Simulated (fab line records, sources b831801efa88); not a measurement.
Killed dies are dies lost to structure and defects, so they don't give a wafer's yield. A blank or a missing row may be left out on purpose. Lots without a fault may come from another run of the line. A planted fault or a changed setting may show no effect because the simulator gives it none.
Chamber matching | flow sky130 | SKY_FIELD_ISO_ETCH_17 on rie_si-02: 4 sister chambers
The step etches Si in HBr/Cl2/O2, target depth 342 nm, time 97.7 s. 8 wafers are shown with their chamber, then 7 later ones without.

WAFERS WITH THEIR CHAMBER
wafer  | chamber | run_length_s (s) | bias_w (W)
L146.1 | 1       | 125.7            | 150.5
L146.3 | 2       | 126.2            | 150.5
L148.5 | 3       | 125.6            | 149.9
L153.1 | 2       | 125.7            | 149.9
L153.2 | 0       | 126.7            | 149.5
L153.4 | 3       | 126.1            | 150.2
L155.4 | 1       | 125.9            | 150.3
L155.5 | 0       | 126.4            | 149.7

WAFERS WITHOUT THEIR CHAMBER
wafer  | run_length_s (s) | bias_w (W)
L155.6 | 126.1            | 150.7
L161.1 | 126.5            | 150.2
L161.2 | 126.4            | 149.4
L161.5 | 125.6            | 149.8
L164.1 | 125.9            | 150.5
L164.4 | 126.8            | 150.3
L164.5 | 125.6            | 150.6

WHICH CHAMBER EACH WENT THROUGH
wafer  | from the rows above               | in truth
L155.6 | can't be placed: 1 or 2 or 3      | 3
L161.1 | can't be placed: 2 or 0 or 3 or 1 | 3
L161.2 | 0                                 | 0
L161.5 | can't be placed: 3 or 2 or 1      | 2
L164.1 | can't be placed: 1 or 2 or 3      | 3
L164.4 | can't be placed: 0 or 2 or 3 or 1 | 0
L164.5 | can't be placed: 1 or 2 or 3      | 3
Placed correctly: 1 of 7. Can't be placed from these rows: 6 (the true chamber is among the candidates in 6). Placed wrongly: 0.
How it was worked out, from the rows above alone: a wafer's distance from a chamber is the root of the sum, over the readings, of the square of ((its reading less the chamber's mean) divided by the reading's scatter). The wafer belongs to the nearest chamber; if the next one is less than 2 further off, it can't be placed. A chamber's mean is the mean of its shown wafers. The scatter: the root of (the sum of the squares of (reading less its chamber's mean) over the shown wafers, divided by (wafers less chambers)).
